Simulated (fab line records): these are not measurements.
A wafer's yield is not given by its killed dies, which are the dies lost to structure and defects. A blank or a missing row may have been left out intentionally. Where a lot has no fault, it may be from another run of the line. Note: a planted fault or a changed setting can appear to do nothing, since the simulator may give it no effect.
fab line records	flow sky130	part 1 of 2: steps 1 to 22 of 33
record lots=5	wafers=15	last-day=50
route steps=708 shown VIA4@657 METAL5@661 PASSIVATION@681
lots that met no fault: taken from a fault-free run of the same line
start-h: the number of hours between the record's first day and the start of the first shown wafer of the lot	wait-h: hours since the lot's step before	" unchanged from the row above	L1.1+2: one row covering several wafers at once	- no value present, or no start provided	* or withheld: withheld	< > ~ a bound
route shown NAME@n: names a module that has steps shown in the file, with the first one's number in the route	usual: average and standard deviation across the fault-free wafers	same: alike in all rows	chamber/n: place in a boat	sites: per-site readings	_std_site: their standard deviation	_edge_site: the outer-site mean with the inner-site mean subtracted	radius-mm: how far each site lies from the wafer's centre	mask NAME#n: copy n	behind: tool/chamber where the wafer was last shaped	hold: cause of the lot's hold/its duration in hours/its outcome	device: the n, p or np transistor that did not switch	end of line: tests of these same wafers at the route's end	a step given without rows: its recipe and nothing more	killed: the dies lost at the first sort to structure and to defects; this is not the yield of the wafer	map: dies across one wafer; x = killed, . = not, _ = none there
set.NAME: the setting the step ran with; set.NAME@STEP: the setting that earlier step ran with	model.NAME: the simulator's own value behind a step, which no gauge read
certain route steps with their lots: each step a table, each wafer a row
services: from which hour (start-h, from the record's first day; less than 0 if before it) a tool's chamber was out of use, for how many hours, and why
## steps
# step SKY_VIA4_CVD_18
# recipe material=W	target-thk-nm=505	time-s=152.14	temp-c=400	pressure-torr=40
# usual heater-power-w=875/19
lot.wafer	tool	chamber	start-h	wait-h	heater-power-w
L076.3	cvd-w-02	1	1033.66	0.1	871
L076.4	"	0	"	"	851
L076.5	"	0	"	"	839
L080.2	cvd-w-01	1	1054.67	0.0	873
L080.3	"	1	"	"	876
L080.4	"	0	"	"	866
L088.3	cvd-w-02	1	1104.72	0.1	874
L088.4	"	0	"	"	844
L088.6	"	1	"	"	877
L092.1	cvd-w-02	1	1122.44	0.0	881
L092.2	"	0	"	"	848
L092.6	"	0	"	"	840
L094.1	cvd-w-02	0	1136.16	0.0	854
L094.3	"	1	"	"	899
L094.4	"	0	"	"	856
# step SKY_VIA4_RS_MEAS_19
# recipe thk-meas-gauge=four-point-probe	reads=W_of_VIA4_CVD_18+TiN_of_VIA4_SPUTTER_17
# usual VIA4_W_RS=0.2271/0.002
lot.wafer	tool	chamber	start-h	wait-h	VIA4_W_RS[ohm/sq]
L076.3	film-metro-02	-	1033.81	0.1	0.2254
L076.4	"	-	"	"	0.2246
L076.5	"	-	"	"	0.2243
L080.2	film-metro-02	-	1054.84	0.1	0.2270
L080.3	"	-	"	"	0.2280
L080.4	"	-	"	"	0.2282
L088.3	film-metro-02	-	1104.86	0.1	0.2252
L088.4	"	-	"	"	0.2237
L088.6	"	-	"	"	0.2247
L092.1	film-metro-01	-	1122.59	0.1	0.2294
L092.2	"	-	"	"	0.2275
L092.6	"	-	"	"	0.2313
L094.1	film-metro-04	-	1136.31	0.1	0.2237
L094.3	"	-	"	"	0.2259
L094.4	"	-	"	"	0.2247
# step SKY_VIA4_THK_MEAS_20
# recipe thk-meas-gauge=xrf	reads=W_of_VIA4_CVD_18
# usual VIA4_W_THK=492/5.2
lot.wafer	tool	chamber	start-h	wait-h	VIA4_W_THK[nm]
L076.3	film-metro-02	-	1033.91	0.1	495
L076.4	"	-	"	"	495
L076.5	"	-	"	"	494
L080.2	film-metro-02	-	1054.95	0.1	490
L080.3	"	-	"	"	491
L080.4	"	-	"	"	486
L088.3	film-metro-02	-	1104.96	0.1	498
L088.4	"	-	"	"	499
L088.6	"	-	"	"	496
L092.1	film-metro-01	-	1122.71	0.1	485
L092.2	"	-	"	"	490
L092.6	"	-	"	"	482
L094.1	film-metro-04	-	1136.43	0.1	496
L094.3	"	-	"	"	494
L094.4	"	-	"	"	496
# step SKY_VIA4_CMP_21
# recipe stop-on=SiO2	t-overpolish-s=25	down-force-psi=3.5	platen-rpm=60	target-thk-nm=0	pad-velocity-m-s=0.94248
# usual motor-current-A=11.1/0.6	overpolish-run-s=25.000/0.0091	time-to-endpoint-s=120/3.3
lot.wafer	tool	chamber	start-h	wait-h	motor-current-A	overpolish-run-s	time-to-endpoint-s
L076.4	cmp-01	3	1034.05	0.1	11.7	24.995	123
L076.3	"	0	"	"	11.8	24.997	118
L076.5	"	2	"	"	11.5	25.018	116
L080.3	cmp-01	3	1055.05	0.1	11.6	25.012	118
L080.4	"	0	"	"	11.2	25.004	120
L080.2	"	1	"	"	11.4	25.007	115
L088.4	cmp-01	1	1105.10	0.1	11.1	24.997	120
L088.3	"	2	"	"	10.8	25.009	121
L088.6	"	3	"	"	11.0	25.021	122
L092.2	cmp-01	2	1122.82	0.1	11.1	25.001	121
L092.1	"	3	"	"	11.4	25.005	121
L092.6	"	2	"	"	11.3	24.998	117
L094.1	cmp-02	1	1136.49	0.1	10.7	24.997	123
L094.3	"	2	"	"	11.4	24.988	121
L094.4	"	0	"	"	10.8	25.000	123
# step SKY_METAL5_SPUTTER_00
# recipe material=Ti	target-thk-nm=15	power-w=3000	time-s=10	chamber-pressure-pa=0.4
# usual chamber-pressure-pa=0.3999/0.00074	throttle-valve-pct=29.7/1.4
lot.wafer	tool	chamber	start-h	wait-h	chamber-pressure-pa	throttle-valve-pct
L076.3	pvd-sputter-03	-	1034.25	0.1	0.3989	27.8
L076.4	"	-	"	"	0.4003	27.9
L076.5	"	-	"	"	0.4002	31.9
L080.2	pvd-sputter-01	-	1055.30	0.1	0.3997	29.5
L080.3	"	-	"	"	0.3995	30.2
L080.4	"	-	"	"	0.4005	29.5
L088.3	pvd-sputter-02	-	1105.30	0.1	0.4000	29.5
L088.4	"	-	"	"	0.4001	31.0
L088.6	"	-	"	"	0.4001	29.4
L092.1	pvd-sputter-02	-	1123.07	0.1	0.3992	30.5
L092.2	"	-	"	"	0.3995	29.9
L092.6	"	-	"	"	0.4009	29.7
L094.1	pvd-sputter-02	-	1136.79	0.2	0.3995	29.6
L094.3	"	-	"	"	0.4006	30.8
L094.4	"	-	"	"	0.4012	29.8
# step SKY_METAL5_SPUTTER_01
# recipe material=TiN	target-thk-nm=20	power-w=6500	time-s=16.7	chamber-pressure-pa=0.4
# usual chamber-pressure-pa=0.3999/0.00078	throttle-valve-pct=29.8/1.4
lot.wafer	tool	chamber	start-h	wait-h	chamber-pressure-pa	throttle-valve-pct
L076.3	pvd-sputter-03	-	1034.27	0.0	0.3995	27.5
L076.4	"	-	"	"	0.3984	27.5
L076.5	"	-	"	"	0.3999	31.8
L080.2	pvd-sputter-01	-	1055.32	0.0	0.4002	29.6
L080.3	"	-	"	"	0.4000	30.1
L080.4	"	-	"	"	0.4006	29.5
L088.3	pvd-sputter-02	-	1105.32	0.0	0.4003	29.5
L088.4	"	-	"	"	0.3996	31.2
L088.6	"	-	"	"	0.3998	29.5
L092.1	pvd-sputter-02	-	1123.09	0.0	0.3983	30.9
L092.2	"	-	"	"	0.3995	30.3
L092.6	"	-	"	"	0.4000	29.9
L094.1	pvd-sputter-02	-	1136.82	0.0	0.3995	29.5
L094.3	"	-	"	"	0.4008	31.0
L094.4	"	-	"	"	0.3998	30.3
# step SKY_METAL5_SPUTTER_02
# recipe material=AlCu	target-thk-nm=1150	power-w=10770	time-s=61.2	chamber-pressure-pa=0.4
# usual chamber-pressure-pa=0.4000/0.00087	throttle-valve-pct=29.8/1.4
lot.wafer	tool	chamber	start-h	wait-h	chamber-pressure-pa	throttle-valve-pct
L076.3	pvd-sputter-03	-	1034.29	0.0	0.4005	27.6
L076.4	"	-	"	"	0.4008	27.5
L076.5	"	-	"	"	0.4002	31.9
L080.2	pvd-sputter-01	-	1055.35	0.0	0.4002	29.5
L080.3	"	-	"	"	0.3997	30.1
L080.4	"	-	"	"	0.3985	29.6
L088.3	pvd-sputter-02	-	1105.35	0.0	0.4001	29.7
L088.4	"	-	"	"	0.3995	31.2
L088.6	"	-	"	"	0.3991	29.5
L092.1	pvd-sputter-02	-	1123.12	0.0	0.4009	30.5
L092.2	"	-	"	"	0.4005	29.9
L092.6	"	-	"	"	0.3995	29.7
L094.1	pvd-sputter-02	-	1136.84	0.0	0.3994	29.6
L094.3	"	-	"	"	0.3996	31.3
L094.4	"	-	"	"	0.4016	30.1
# step SKY_METAL5_SPUTTER_03
# recipe material=Ti	target-thk-nm=5	power-w=3000	time-s=3.3	chamber-pressure-pa=0.4
# usual chamber-pressure-pa=0.4000/0.00082	throttle-valve-pct=29.8/1.4
lot.wafer	tool	chamber	start-h	wait-h	chamber-pressure-pa	throttle-valve-pct
L076.3	pvd-sputter-03	-	1034.34	0.0	0.4008	27.5
L076.4	"	-	"	"	0.3999	27.3
L076.5	"	-	"	"	0.3991	32.1
L080.2	pvd-sputter-01	-	1055.40	0.0	0.4005	29.4
L080.3	"	-	"	"	0.3994	29.9
L080.4	"	-	"	"	0.4004	29.7
L088.3	pvd-sputter-02	-	1105.40	0.0	0.3996	29.6
L088.4	"	-	"	"	0.4003	31.1
L088.6	"	-	"	"	0.3987	29.6
L092.1	pvd-sputter-02	-	1123.17	0.0	0.4002	30.9
L092.2	"	-	"	"	0.4006	30.3
L092.6	"	-	"	"	0.4010	29.2
L094.1	pvd-sputter-02	-	1136.89	0.0	0.4002	29.7
L094.3	"	-	"	"	0.4000	31.1
L094.4	"	-	"	"	0.3997	30.1
# step SKY_METAL5_SPUTTER_04
# recipe material=TiN	target-thk-nm=70	power-w=6500	time-s=58.3	chamber-pressure-pa=0.4
# usual chamber-pressure-pa=0.4000/0.00092	throttle-valve-pct=29.8/1.4
lot.wafer	tool	chamber	start-h	wait-h	chamber-pressure-pa	throttle-valve-pct
L076.3	pvd-sputter-03	-	1034.36	0.0	0.4005	27.5
L076.4	"	-	"	"	0.3987	27.6
L076.5	"	-	"	"	0.3998	32.2
L080.2	pvd-sputter-01	-	1055.42	0.0	0.3995	29.3
L080.3	"	-	"	"	0.4009	29.9
L080.4	"	-	"	"	0.4011	29.4
L088.3	pvd-sputter-02	-	1105.42	0.0	0.3997	29.7
L088.4	"	-	"	"	0.3996	31.2
L088.6	"	-	"	"	0.4007	29.6
L092.1	pvd-sputter-02	-	1123.19	0.0	0.4008	30.7
L092.2	"	-	"	"	0.3999	29.9
L092.6	"	-	"	"	0.3984	29.5
L094.1	pvd-sputter-02	-	1136.91	0.0	0.3998	29.5
L094.3	"	-	"	"	0.4005	31.1
L094.4	"	-	"	"	0.4004	29.9
# step SKY_METAL5_RS_MEAS_05
# recipe thk-meas-gauge=four-point-probe	reads=TiN_of_METAL5_SPUTTER_04+Ti_of_METAL5_SPUTTER_03+AlCu_of_METAL5_SPUTTER_02+TiN_of_METAL5_SPUTTER_01+Ti_of_METAL5_SPUTTER_00
# usual METAL5_ALCU_RS=0.02666/0.0003
lot.wafer	tool	chamber	start-h	wait-h	METAL5_ALCU_RS[ohm/sq]
L076.3	film-metro-01	-	1034.45	0.1	0.02648
L076.4	"	-	"	"	0.02656
L076.5	"	-	"	"	0.02634
L080.2	film-metro-03	-	1055.49	0.0	0.02634
L080.3	"	-	"	"	0.02634
L080.4	"	-	"	"	0.0263
L088.3	film-metro-01	-	1105.51	0.1	0.02644
L088.4	"	-	"	"	0.02632
L088.6	"	-	"	"	0.02645
L092.1	film-metro-03	-	1123.24	0.0	0.02697
L092.2	"	-	"	"	0.02705
L092.6	"	-	"	"	0.02692
L094.1	film-metro-02	-	1136.96	0.0	0.0266
L094.3	"	-	"	"	0.02673
L094.4	"	-	"	"	0.02673
# step SKY_METAL5_THK_MEAS_06
# recipe thk-meas-gauge=xrf	reads=AlCu_of_METAL5_SPUTTER_02
# usual METAL5_ALCU_THK=1163/14
lot.wafer	tool	chamber	start-h	wait-h	METAL5_ALCU_THK[nm]
L076.3	film-metro-01	-	1034.55	0.1	1166
L076.4	"	-	"	"	1169
L076.5	"	-	"	"	1172
L080.2	film-metro-03	-	1055.60	0.1	1170
L080.3	"	-	"	"	1178
L080.4	"	-	"	"	1172
L088.3	film-metro-01	-	1105.61	0.1	1166
L088.4	"	-	"	"	1170
L088.6	"	-	"	"	1169
L092.1	film-metro-03	-	1123.36	0.1	1151
L092.2	"	-	"	"	1163
L092.6	"	-	"	"	1156
L094.1	film-metro-02	-	1137.08	0.1	1166
L094.3	"	-	"	"	1167
L094.4	"	-	"	"	1166
# step SKY_METAL5_DEHYDRATE_07
# recipe temp-c=200	time-s=60
# usual exhaust-pa=44.8/1	heater-power-total-W=160.38/0.13
lot.wafer	tool	chamber	start-h	wait-h	exhaust-pa	heater-power-total-W
L076.3	litho-track-03	0	1045.02	10.5	44.9	160.47
L076.4	"	0	"	"	45.5	160.34
L076.5	"	0	"	"	44.6	160.47
L080.2	litho-track-04	0	1065.25	9.6	43.8	160.55
L080.3	"	0	"	"	45.1	160.22
L080.4	"	0	"	"	44.9	160.38
L088.3	litho-track-04	0	1115.17	9.6	43.2	160.32
L088.4	"	0	"	"	43.8	160.36
L088.6	"	0	"	"	43.7	160.31
L092.1	litho-track-01	0	1132.45	9.1	42.4	160.36
L092.2	"	0	"	"	42.9	160.37
L092.6	"	0	"	"	42.6	160.24
L094.1	litho-track-03	0	1145.77	8.7	45.4	160.18
L094.3	"	0	"	"	43.5	160.25
L094.4	"	0	"	"	44.1	160.19
# step SKY_METAL5_HMDS_08
# recipe prime-time-s=60	prime-temp-c=120
# usual exhaust-pa=45.0/0.88
lot.wafer	tool	chamber	start-h	wait-h	exhaust-pa
L076.3	litho-track-03	0	1045.17	0.1	44.7
L076.4	"	0	"	"	46.3
L076.5	"	0	"	"	45.7
L080.2	litho-track-04	0	1065.40	0.1	45.5
L080.3	"	0	"	"	46.3
L080.4	"	0	"	"	46.4
L088.3	litho-track-04	0	1115.32	0.1	44.8
L088.4	"	0	"	"	46.5
L088.6	"	0	"	"	46.1
L092.1	litho-track-01	0	1132.60	0.1	44.9
L092.2	"	0	"	"	44.9
L092.6	"	0	"	"	44.9
L094.1	litho-track-03	0	1145.92	0.1	46.5
L094.3	"	0	"	"	45.7
L094.4	"	0	"	"	44.8
# step SKY_METAL5_COAT_09
# recipe resist=NOVOLAK	spin-rpm=3000	resist-thk-nm=1800
# usual exhaust-pa=44.9/0.89
lot.wafer	tool	chamber	start-h	wait-h	exhaust-pa
L076.3	litho-track-03	0	1045.32	0.1	46.2
L076.4	"	0	"	"	45.8
L076.5	"	0	"	"	45.5
L080.2	litho-track-04	0	1065.55	0.1	44.8
L080.3	"	0	"	"	44.7
L080.4	"	0	"	"	45.3
L088.3	litho-track-04	0	1115.47	0.1	43.9
L088.4	"	0	"	"	45.3
L088.6	"	0	"	"	45.1
L092.1	litho-track-01	0	1132.75	0.1	45.5
L092.2	"	0	"	"	45.8
L092.6	"	0	"	"	46.0
L094.1	litho-track-03	0	1146.07	0.1	45.3
L094.3	"	0	"	"	44.3
L094.4	"	0	"	"	44.8
# step SKY_METAL5_SOFTBAKE_10
# recipe temp-c=90	time-s=60	resist=NOVOLAK
# usual exhaust-pa=45.0/0.74	heater-power-total-W=56.59/0.042
lot.wafer	tool	chamber	start-h	wait-h	exhaust-pa	heater-power-total-W
L076.3	litho-track-03	0	1045.47	0.1	45.4	56.62
L076.4	"	0	"	"	45.3	56.65
L076.5	"	0	"	"	44.8	56.61
L080.2	litho-track-04	0	1065.70	0.1	44.5	56.67
L080.3	"	0	"	"	44.9	56.63
L080.4	"	0	"	"	44.7	56.62
L088.3	litho-track-04	0	1115.62	0.1	46.0	56.55
L088.4	"	0	"	"	44.0	56.64
L088.6	"	0	"	"	46.5	56.61
L092.1	litho-track-01	0	1132.90	0.1	45.3	56.54
L092.2	"	0	"	"	46.0	56.66
L092.6	"	0	"	"	45.0	56.48
L094.1	litho-track-03	0	1146.22	0.1	45.5	56.65
L094.3	"	0	"	"	44.7	56.58
L094.4	"	0	"	"	44.2	56.58
# step SKY_METAL5_EXPOSE_11
# recipe mask-id=MM5	na=0.6	source-shape=conventional	sigma-outer=0.6	polarization=unpolarized	target-cd-nm=1600	dose-mj=190
# usual focus-offset-nm=0.0/0.54
lot.wafer	tool	chamber	start-h	wait-h	mask	focus-offset-nm
L076.3	iline-stepper-01	0	-	-	MM5#0	-0.1
L076.4	"	0	"	"	MM5#0	-0.2
L076.5	"	0	"	"	MM5#0	0.4
L080.2	iline-stepper-02	0	-	-	MM5#0	1.1
L080.3	"	0	"	"	MM5#0	-0.8
L080.4	"	0	"	"	MM5#0	-1.3
L088.3	iline-stepper-02	0	-	-	MM5#0	0.3
L088.4	"	0	"	"	MM5#0	-0.2
L088.6	"	0	"	"	MM5#0	0.5
L092.1	iline-stepper-02	0	-	-	MM5#0	0.5
L092.2	"	0	"	"	MM5#0	0.3
L092.6	"	0	"	"	MM5#0	0.1
L094.1	iline-stepper-01	0	-	-	MM5#0	0.6
L094.3	"	0	"	"	MM5#0	-0.1
L094.4	"	0	"	"	MM5#0	0.7
# step SKY_METAL5_PEB_12
# recipe temp-c=withheld	time-s=*	resist=NOVOLAK
# usual exhaust-pa=45.2/0.94
lot.wafer	tool	chamber	start-h	wait-h	exhaust-pa
L076.3	litho-track-04	0	-	-	46.5
L076.4	"	0	"	"	47.1
L076.5	"	0	"	"	44.6
L080.2	litho-track-04	0	-	-	44.5
L080.3	"	0	"	"	44.6
L080.4	"	0	"	"	45.2
L088.3	litho-track-01	0	-	-	45.6
L088.4	"	0	"	"	46.0
L088.6	"	0	"	"	47.4
L092.1	litho-track-03	0	-	-	45.8
L092.2	"	0	"	"	46.6
L092.6	"	0	"	"	46.1
L094.1	litho-track-04	0	-	-	45.4
L094.3	"	0	"	"	45.7
L094.4	"	0	"	"	46.2
# step SKY_METAL5_DEVELOP_13
# recipe resist=NOVOLAK	developer=TMAH	develop-time-s=60	dev-temp-c=23
# usual exhaust-pa=45.1/1
lot.wafer	tool	chamber	start-h	wait-h	exhaust-pa
L076.3	litho-track-04	0	1056.67	0.1	44.9
L076.4	"	0	"	"	44.9
L076.5	"	0	"	"	45.5
L080.2	litho-track-04	0	1076.75	0.1	45.2
L080.3	"	0	"	"	45.5
L080.4	"	0	"	"	46.7
L088.3	litho-track-01	0	1125.70	0.1	45.3
L088.4	"	0	"	"	44.8
L088.6	"	0	"	"	46.1
L092.1	litho-track-03	0	1142.32	0.1	46.1
L092.2	"	0	"	"	45.6
L092.6	"	0	"	"	45.6
L094.1	litho-track-04	0	1155.77	0.1	45.1
L094.3	"	0	"	"	44.2
L094.4	"	0	"	"	44.3
# step SKY_METAL5_DESCUM_14
# recipe chemistry=O2	source-power-w=150	bias-power-w=0	pressure-mtorr=10	temp-c=40	time-s=11
# usual drypump-motor-current-A=5.9/0.58	oes-product-au=1.000/0.0081
lot.wafer	tool	chamber	start-h	wait-h	drypump-motor-current-A	oes-product-au	rf-hours-counter-h
L076.3	rie-metal-02	0	1056.78	0.1	6.2	1.008	-
L076.4	"	1	"	"	5.6	1.004	-
L076.5	"	1	"	"	5.6	0.998	-
L080.2	rie-metal-03	1	1076.87	0.1	6.7	0.995	21
L080.3	"	0	"	"	5.1	0.998	-
L080.4	"	1	"	"	6.7	0.988	-
L088.3	rie-metal-02	0	1125.81	0.1	6.3	1.004	-
L088.4	"	1	"	"	5.6	0.998	-
L088.6	"	1	"	"	5.6	0.998	-
L092.1	rie-metal-03	0	1142.47	0.1	5.1	1.004	10
L092.2	"	1	"	"	6.7	0.995	25
L092.6	"	0	"	"	5.1	1.002	-
L094.1	rie-metal-03	1	1155.92	0.1	6.7	1.000	27
L094.3	"	0	"	"	5.1	1.011	-
L094.4	"	1	"	"	6.7	1.015	-
# step SKY_METAL5_METAL_ETCH_15
# recipe target-depth-a=12600	stop-on=SiO2	over-etch-frac=0.2	time-s=252	chemistry=Cl2/BCl3	resist-sidewall-deg=86	pressure-mtorr=10	icp-w=900	bias-w=48.5	Cl2_flow_sccm=60	bcl3-flow-sccm=30
# usual drypump-motor-current-A=5.9/0.58	mfc-cl2-sccm=60.01/0.18	oes-product-au=0.894/0.005	throttle-valve-pct=22.264/0.0081
lot.wafer	tool	chamber	start-h	wait-h	drypump-motor-current-A	mfc-cl2-sccm	oes-product-au	rf-hours-counter-h	throttle-valve-pct
L076.3	rie-metal-02	0	1056.88	0.1	6.2	60.02	0.891	-	22.255
L076.4	"	1	"	"	5.6	59.81	0.898	-	22.256
L076.5	"	1	"	"	5.6	60.01	0.884	-	22.273
L080.2	rie-metal-03	1	1076.91	0.0	6.7	59.93	0.890	21	22.262
L080.3	"	0	"	"	5.1	60.16	0.892	-	22.264
L080.4	"	1	"	"	6.7	60.06	0.887	-	22.254
L088.3	rie-metal-02	0	1125.91	0.1	6.3	60.03	0.895	-	22.250
L088.4	"	1	"	"	5.6	59.76	0.890	-	22.275
L088.6	"	1	"	"	5.6	60.05	0.886	-	22.256
L092.1	rie-metal-03	0	1142.50	0.0	5.1	60.08	0.896	10	22.260
L092.2	"	1	"	"	6.7	59.64	0.895	26	22.276
L092.6	"	0	"	"	5.1	59.81	0.895	-	22.258
L094.1	rie-metal-03	1	1155.96	0.0	6.7	59.59	0.892	27	22.277
L094.3	"	0	"	"	5.1	60.00	0.894	-	22.275
L094.4	"	1	"	"	6.7	59.76	0.897	-	22.270
# step SKY_METAL5_STRIP_16
# recipe chemistry=O2/N2	power-w=1400	pressure-mtorr=1500	platen-temp-c=withheld	o2-flow-sccm=3000	n2-flow-sccm=300	overash-fraction=0.5
# usual drypump-motor-current-A=5.9/0.51	oes-product-au=0.710/0.0046	strip-time-to-endpoint-s=13.03/0.097
lot.wafer	tool	chamber	start-h	wait-h	drypump-motor-current-A	oes-product-au	rf-hours-counter-h	strip-time-to-endpoint-s
L076.3	plasma-asher-01	1	1057.07	0.1	5.7	0.711	-	12.99
L076.4	"	0	"	"	5.5	0.713	-	13.03
L076.5	"	1	"	"	5.7	0.701	-	13.03
L080.2	plasma-asher-02	0	1077.14	0.2	5.2	0.712	32	13.06
L080.3	"	0	"	"	5.2	0.712	-	12.98
L080.4	"	1	"	"	6.0	0.719	-	13.05
L088.3	plasma-asher-03	1	1126.10	0.1	5.8	0.704	-	13.21
L088.4	"	0	"	"	6.7	0.707	-	13.15
L088.6	"	1	"	"	5.8	0.715	-	13.22
L092.1	plasma-asher-03	1	1142.74	0.2	5.9	0.709	71	13.06
L092.2	"	0	"	"	6.8	0.713	71	13.08
L092.6	"	0	"	"	6.7	0.710	-	13.11
L094.1	plasma-asher-02	0	1156.19	0.2	5.2	0.710	41	13.01
L094.3	"	0	"	"	5.2	0.703	-	12.97
L094.4	"	1	"	"	5.9	0.717	-	13.02
# step SKY_METAL5_STRIP_17
# recipe chemistry=post-etch-residue-remover	time-s=1200	temp-c=72.5
lot.wafer	tool	chamber	start-h	wait-h
L076.3+4+5	wet-bench-03	0	1057.14	0.0
L080.2+3+4	wet-bench-03	2	1077.24	0.1
L088.3+4+6	wet-bench-03	2	1126.16	0.0
L092.1+2+6	wet-bench-02	2	1142.84	0.1
L094.1+3+4	wet-bench-01	0	1156.33	0.1
